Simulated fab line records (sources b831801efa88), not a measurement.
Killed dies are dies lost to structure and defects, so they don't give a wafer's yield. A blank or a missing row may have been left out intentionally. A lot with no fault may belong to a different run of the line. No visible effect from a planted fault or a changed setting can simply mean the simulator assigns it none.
fab line records | flow gf180mcu
record: lots: 14 | wafers: 42 | lastDay: 34
route steps=602 shown MIM@504 V5@541
lots that met no fault: from a run of the same line without faults
startH: hours from the record's opening day to when the first of the lot's shown wafers began | waitH: hours since the lot's step before | " unchanged from the row above | L1.1+2: several wafers, shown together as one row | - no value, or no start given | * or withheld: withheld | < > ~ a bound
route shown NAME@n: NAME is a module with steps in the file, n the number in the route of the first one | usual: mean/standard deviation of fault-free wafers | same: alike in all rows | chamber/n: place in a boat | sites: the reading at each site | _std_site: standard deviation of those values | _edge_site: inner sites' mean taken away from outer sites' mean | radiusMm: how far each site lies from the wafer's centre | mask NAME#n: copy n | behind: the tool/chamber that last shaped the wafer | hold: why the lot went on hold/how many hours it stayed there/how the hold came to an end | device: the transistor (n, p or np) that didn't switch | end of line: tests run on the same wafers once the route is complete | step lacking rows: just its recipe | killed: not the wafer's yield, but the dies lost to structure and defects at the first sort | map: per-die view of a wafer (x killed, . not killed, _ where there is no die)
set.NAME: the setting the step ran with; set.NAME@STEP: the setting that earlier step ran with | model.NAME: the simulator's own value behind a step, which no gauge read
one table for each step of the route and one row for each wafer, over a sample of lots
services: when a tool's chamber went out of use (startH, in hours from the record's first day, below 0 if earlier), for how many hours, and the reason
== steps ==
step: GF_MIM_SPUTTER_01
recipe: material: TiN | targetThkNm: 30 | powerW: 6500 | timeS: 25 | chamberPressurePa: 0.4
usual: throttleValvePct: 29.7/1.1
lot.wafer | tool          | chamber | startH | waitH | throttleValvePct
L657.1    | pvdSputter-02 | -       | 558.92 | 0.1   | 32.0
L657.2    | "             | -       | "      | "     | 30.7
L657.6    | "             | -       | "      | "     | 30.6
L658.4    | pvdSputter-03 | -       | 565.81 | 0.1   | 30.4
L658.5    | "             | -       | "      | "     | 29.7
L658.6    | "             | -       | "      | "     | 27.7
L659.2    | pvdSputter-01 | -       | 576.62 | 0.1   | 29.6
L659.3    | "             | -       | "      | "     | 28.8
L659.5    | "             | -       | "      | "     | 29.8
L660.2    | pvdSputter-01 | -       | 583.26 | 0.1   | 29.8
L660.3    | "             | -       | "      | "     | 29.0
L660.6    | "             | -       | "      | "     | 28.8
L661.2    | pvdSputter-01 | -       | 592.46 | 0.1   | 29.0
L661.3    | "             | -       | "      | "     | 28.6
L661.4    | "             | -       | "      | "     | 29.7
L662.2    | pvdSputter-02 | -       | 601.52 | 0.1   | 30.7
L662.3    | "             | -       | "      | "     | 30.6
L662.6    | "             | -       | "      | "     | 30.4
L663.1    | pvdSputter-02 | -       | 610.87 | 0.1   | 32.1
L663.2    | "             | -       | "      | "     | 30.5
L663.4    | "             | -       | "      | "     | 30.8
L664.3    | pvdSputter-03 | -       | 619.90 | 0.1   | 30.3
L664.4    | "             | -       | "      | "     | 28.9
L664.6    | "             | -       | "      | "     | 30.5
L671.1    | pvdSputter-01 | -       | 677.70 | 0.1   | 29.2
L671.4    | "             | -       | "      | "     | 28.9
L671.6    | "             | -       | "      | "     | 29.1
L672.1    | pvdSputter-01 | -       | 686.96 | 0.1   | 29.1
L672.2    | "             | -       | "      | "     | 29.0
L672.4    | "             | -       | "      | "     | 29.5
L675.2    | pvdSputter-01 | -       | 707.86 | 0.1   | 29.6
L675.3    | "             | -       | "      | "     | 29.0
L675.6    | "             | -       | "      | "     | 29.5
L677.1    | pvdSputter-02 | -       | 724.74 | 0.1   | 30.7
L677.2    | "             | -       | "      | "     | 30.7
L677.3    | "             | -       | "      | "     | 32.1
L679.2    | pvdSputter-01 | -       | 728.30 | 0.1   | 28.9
L679.3    | "             | -       | "      | "     | 29.6
L679.5    | "             | -       | "      | "     | 29.0
L680.1    | pvdSputter-03 | -       | 730.76 | 0.1   | 27.7
L680.3    | "             | -       | "      | "     | 30.6
L680.5    | "             | -       | "      | "     | 28.3
step: GF_V5_THK_MEAS_01
recipe: reads: SiO2_of_V5_CVD_00
usual: V5_CVD_00_THK: 300.4/3
lot.wafer | tool         | chamber | startH | waitH | V5_CVD_00_THK[nm]
L657.1    | filmMetro-03 | -       | 602.40 | 0.0   | 302.0
L657.2    | "            | -       | "      | "     | 302.8
L657.6    | "            | -       | "      | "     | 302.9
L658.4    | filmMetro-01 | -       | 609.95 | 0.0   | 300.8
L658.5    | "            | -       | "      | "     | 304.2
L658.6    | "            | -       | "      | "     | 299.9
L659.2    | filmMetro-02 | -       | 619.82 | 0.0   | 302.5
L659.3    | "            | -       | "      | "     | 305.3
L659.5    | "            | -       | "      | "     | 306.0
L660.2    | filmMetro-03 | -       | 626.49 | 0.0   | 298.8
L660.3    | "            | -       | "      | "     | 297.7
L660.6    | "            | -       | "      | "     | 301.8
L661.2    | filmMetro-03 | -       | 635.33 | 0.0   | 303.5
L661.3    | "            | -       | "      | "     | 301.3
L661.4    | "            | -       | "      | "     | 301.3
L662.2    | filmMetro-03 | -       | 644.09 | 0.0   | 299.3
L662.3    | "            | -       | "      | "     | 300.6
L662.6    | "            | -       | "      | "     | 299.1
L663.1    | filmMetro-03 | -       | 653.67 | 0.0   | 304.8
L663.2    | "            | -       | "      | "     | 305.8
L663.4    | "            | -       | "      | "     | 306.0
L664.3    | filmMetro-01 | -       | 660.40 | 0.0   | 298.4
L664.4    | "            | -       | "      | "     | 297.7
L664.6    | "            | -       | "      | "     | 303.3
L671.1    | filmMetro-01 | -       | 716.34 | 0.0   | 300.0
L671.4    | "            | -       | "      | "     | 297.9
L671.6    | "            | -       | "      | "     | 300.1
L672.1    | filmMetro-02 | -       | 725.35 | 0.0   | 300.3
L672.2    | "            | -       | "      | "     | 298.1
L672.4    | "            | -       | "      | "     | 298.0
L675.2    | filmMetro-03 | -       | 743.56 | 0.0   | 305.0
L675.3    | "            | -       | "      | "     | 304.9
L675.6    | "            | -       | "      | "     | 304.5
L677.1    | filmMetro-02 | -       | 759.25 | 0.0   | 300.9
L677.2    | "            | -       | "      | "     | 294.1
L677.3    | "            | -       | "      | "     | 298.6
L679.2    | filmMetro-02 | -       | 763.55 | 0.0   | 303.3
L679.3    | "            | -       | "      | "     | 299.5
L679.5    | "            | -       | "      | "     | 304.0
L680.1    | filmMetro-01 | -       | 765.23 | 0.0   | 300.7
L680.3    | "            | -       | "      | "     | 301.0
L680.5    | "            | -       | "      | "     | 298.2
step: GF_V5_DEVELOP_13
recipe: developTimeS: 60 | resist: KrF | devTempC: 21
usual: chillPlateTempC: 22.99/0.12 | developTimeS: 60/0
lot.wafer | tool          | chamber | startH | waitH | chillPlateTempC | developTimeS
L657.1    | lithoTrack-02 | 0       | 623.39 | 0.2   | 22.88           | 60
L657.2    | "             | 0       | "      | "     | 22.84           | 60
L657.6    | "             | 0       | "      | "     | 22.74           | 60
L658.4    | lithoTrack-03 | 0       | 631.00 | 0.1   | 22.88           | 60
L658.5    | "             | 0       | "      | "     | 23.03           | 60
L658.6    | "             | 0       | "      | "     | 22.93           | 60
L659.2    | lithoTrack-03 | 0       | 640.05 | 0.2   | 22.83           | 60
L659.3    | "             | 0       | "      | "     | 22.91           | 60
L659.5    | "             | 0       | "      | "     | 22.86           | 60
L660.2    | lithoTrack-01 | 0       | 646.91 | 0.2   | 23.09           | 60
L660.3    | "             | 0       | "      | "     | 23.18           | 60
L660.6    | "             | 0       | "      | "     | 23.20           | 60
L661.2    | lithoTrack-02 | 0       | 654.87 | 0.2   | 22.95           | 60
L661.3    | "             | 0       | "      | "     | 23.09           | 60
L661.4    | "             | 0       | "      | "     | 23.03           | 60
L662.2    | lithoTrack-03 | 0       | 663.50 | 0.2   | 23.16           | 60
L662.3    | "             | 0       | "      | "     | 23.16           | 60
L662.6    | "             | 0       | "      | "     | 23.14           | 60
L663.1    | lithoTrack-02 | -       | 673.19 | 0.2   | -               | -
L663.2    | "             | -       | "      | "     | -               | -
L663.4    | "             | -       | "      | "     | -               | -
L664.3    | lithoTrack-03 | -       | 680.17 | 0.1   | -               | -
L664.4    | "             | -       | "      | "     | -               | -
L664.6    | "             | -       | "      | "     | -               | -
L671.1    | lithoTrack-03 | 0       | 734.42 | 0.2   | 22.98           | 60
L671.4    | "             | 0       | "      | "     | 22.93           | 60
L671.6    | "             | 0       | "      | "     | 22.98           | 60
L672.1    | lithoTrack-03 | 0       | 742.62 | 0.2   | 23.07           | 60
L672.2    | "             | 0       | "      | "     | 23.11           | 60
L672.4    | "             | 0       | "      | "     | 22.98           | 60
L675.2    | lithoTrack-03 | 0       | 760.64 | 0.2   | 23.08           | 60
L675.3    | "             | 0       | "      | "     | 22.99           | 60
L675.6    | "             | 0       | "      | "     | 23.02           | 60
L677.1    | lithoTrack-02 | 0       | 776.09 | 0.2   | 22.86           | 60
L677.2    | "             | 0       | "      | "     | 22.86           | 60
L677.3    | "             | 0       | "      | "     | 23.00           | 60
L679.2    | lithoTrack-01 | 0       | 779.91 | 0.2   | 22.86           | 60
L679.3    | "             | 0       | "      | "     | 22.89           | 60
L679.5    | "             | 0       | "      | "     | 22.92           | 60
L680.1    | lithoTrack-02 | 0       | 782.49 | 0.2   | 22.99           | 60
L680.3    | "             | 0       | "      | "     | 23.00           | 60
L680.5    | "             | 0       | "      | "     | 23.07           | 60
step: GF_V5_SPUTTER_21
recipe: material: Ti | targetThkNm: 15 | chamberPressurePa: 5 | powerW: 2500 | substrateTempC: 200 | timeS: 80.02
usual: throttleValvePct: 29.6/1.2
lot.wafer | tool          | chamber | startH | waitH | throttleValvePct
L657.1    | pvdSputter-04 | -       | 624.39 | 0.0   | 28.5
L657.2    | "             | -       | "      | "     | 29.5
L657.6    | "             | -       | "      | "     | 29.2
L658.4    | pvdSputter-03 | -       | 631.98 | 0.0   | 27.6
L658.5    | "             | -       | "      | "     | 28.5
L658.6    | "             | -       | "      | "     | 30.1
L659.2    | pvdSputter-02 | -       | 641.02 | 0.0   | 31.9
L659.3    | "             | -       | "      | "     | 30.8
L659.5    | "             | -       | "      | "     | 32.1
L660.2    | pvdSputter-03 | -       | 647.88 | 0.0   | 30.5
L660.3    | "             | -       | "      | "     | 28.4
L660.6    | "             | -       | "      | "     | 27.7
L661.2    | pvdSputter-04 | -       | 655.87 | 0.0   | 28.5
L661.3    | "             | -       | "      | "     | 29.5
L661.4    | "             | -       | "      | "     | 29.1
L662.2    | pvdSputter-03 | -       | 664.46 | 0.0   | 30.0
L662.3    | "             | -       | "      | "     | 30.5
L662.6    | "             | -       | "      | "     | 28.5
L663.1    | pvdSputter-02 | -       | 674.31 | 0.0   | 30.4
L663.2    | "             | -       | "      | "     | 30.9
L663.4    | "             | -       | "      | "     | 30.5
L664.3    | pvdSputter-04 | -       | 681.11 | 0.0   | 30.2
L664.4    | "             | -       | "      | "     | 29.5
L664.6    | "             | -       | "      | "     | 30.0
L671.1    | pvdSputter-04 | -       | 735.42 | 0.0   | 29.3
L671.4    | "             | -       | "      | "     | 30.3
L671.6    | "             | -       | "      | "     | 29.2
L672.1    | pvdSputter-03 | -       | 743.61 | 0.0   | 30.0
L672.2    | "             | -       | "      | "     | 28.9
L672.4    | "             | -       | "      | "     | 27.1
L675.2    | pvdSputter-03 | -       | 761.62 | 0.0   | 28.7
L675.3    | "             | -       | "      | "     | 27.5
L675.6    | "             | -       | "      | "     | 27.4
L677.1    | pvdSputter-03 | -       | 777.09 | 0.0   | 28.3
L677.2    | "             | -       | "      | "     | 30.3
L677.3    | "             | -       | "      | "     | 27.6
L679.2    | pvdSputter-04 | -       | 780.89 | 0.0   | 29.4
L679.3    | "             | -       | "      | "     | 28.7
L679.5    | "             | -       | "      | "     | 28.6
L680.1    | pvdSputter-03 | -       | 783.52 | 0.0   | 30.1
L680.3    | "             | -       | "      | "     | 27.7
L680.5    | "             | -       | "      | "     | 27.7
== services ==
tool          | chamber | startH | hours | kind
pvdSputter-02 | -       | 543.39 | 2.8   | repair
pvdSputter-02 | -       | 567.98 | 2.4   | repair
pvdSputter-04 | -       | 603.30 | 2.9   | repair
pvdSputter-04 | -       | 670.29 | 4.1   | repair
pvdSputter-02 | -       | 708.26 | 8.2   | repair
pvdSputter-01 | -       | 746.05 | 1.1   | repair
== key ==
firstSign: step: GF_V5_DEVELOP_13 | reading: toolRecord | direction: missing
effect none on later readings
metAt GF_V5_DEVELOP_13
struckLots L663,L664
laterRowsLeftOut L663.1,L663.2,L663.4,L664.3,L664.4,L664.6
sortLeftOut L663.1,L663.2,L663.4,L664.3,L664.4,L664.6
notActingAt GF_MIM_SPUTTER_01,GF_V5_THK_MEAS_01,GF_V5_SPUTTER_21
onsetBetween 663.50 673.19
fault: kind: skippedStepWhole | tool: lithoTrack-02,lithoTrack-03 | chamber: - | onsetH: 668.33 | steps: GF_V5_DEVELOP_13 | scope: struckLotsOnly
sortLeftOut: the simulated sort isn't trusted on such a fault, so these wafers' sort isn't shown, and their yield isn't known
laterRowsLeftOut: the simulator's readings of these wafers behind a module that went badly wrong aren't trusted and aren't shown, but for the sort
